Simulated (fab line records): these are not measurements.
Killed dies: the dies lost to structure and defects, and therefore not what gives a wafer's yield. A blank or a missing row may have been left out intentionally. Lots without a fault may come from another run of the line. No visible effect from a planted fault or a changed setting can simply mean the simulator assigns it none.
Matching of chambers	flow sky130	SKY_VIA3_CMP_24 on cmp-02 has 4 sister chambers
The step polishes, stops on SiO2, t overpolish 20 s, target thk 0 nm. 8 wafers are shown with their chamber, then 7 later ones without.

WAFERS, EACH WITH ITS CHAMBER
wafer	chamber	motor-current-A (A)	time-to-endpoint-s (s)
L176.2	3	11.4	95
L176.3	0	9.9	97
L176.6	2	11.1	97
L177.2	2	10.5	96
L177.3	0	10.3	94
L177.4	1	10.7	99
L179.1	3	11.5	94
L179.2	1	10.5	96

WAFERS MISSING THEIR CHAMBER
wafer	motor-current-A (A)	time-to-endpoint-s (s)
L179.4	9.7	92
L182.1	9.9	92
L182.2	11.0	95
L182.3	10.8	97
L184.2	10.5	96
L184.4	9.8	95
L184.6	10.8	99

EACH ONE'S CHAMBER
wafer	from the rows above	in truth
L179.4	0	0
L182.1	0	0
L182.2	can't be placed: 2 or 3 or 1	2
L182.3	can't be placed: 2 or 1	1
L184.2	can't be placed: 1 or 2 or 0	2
L184.4	0	0
L184.6	can't be placed: 1 or 2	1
Correct placement for 3 of the 7. These rows do not allow placing 4 (true chamber among the candidates in 4). 0 placed wrongly.
How it was worked out, from the rows above alone: a wafer's distance from a chamber is the root of the sum, over the readings, of the square of ((its reading less the chamber's mean) divided by the reading's scatter). The wafer belongs to the nearest chamber; if the next one is less than 2 further off, it can't be placed. The mean given for a chamber averages the wafers shown for that chamber. The scatter: take each reading less its chamber's mean, square it, sum over the shown wafers, divide by the number of wafers less the number of chambers, and take the root.
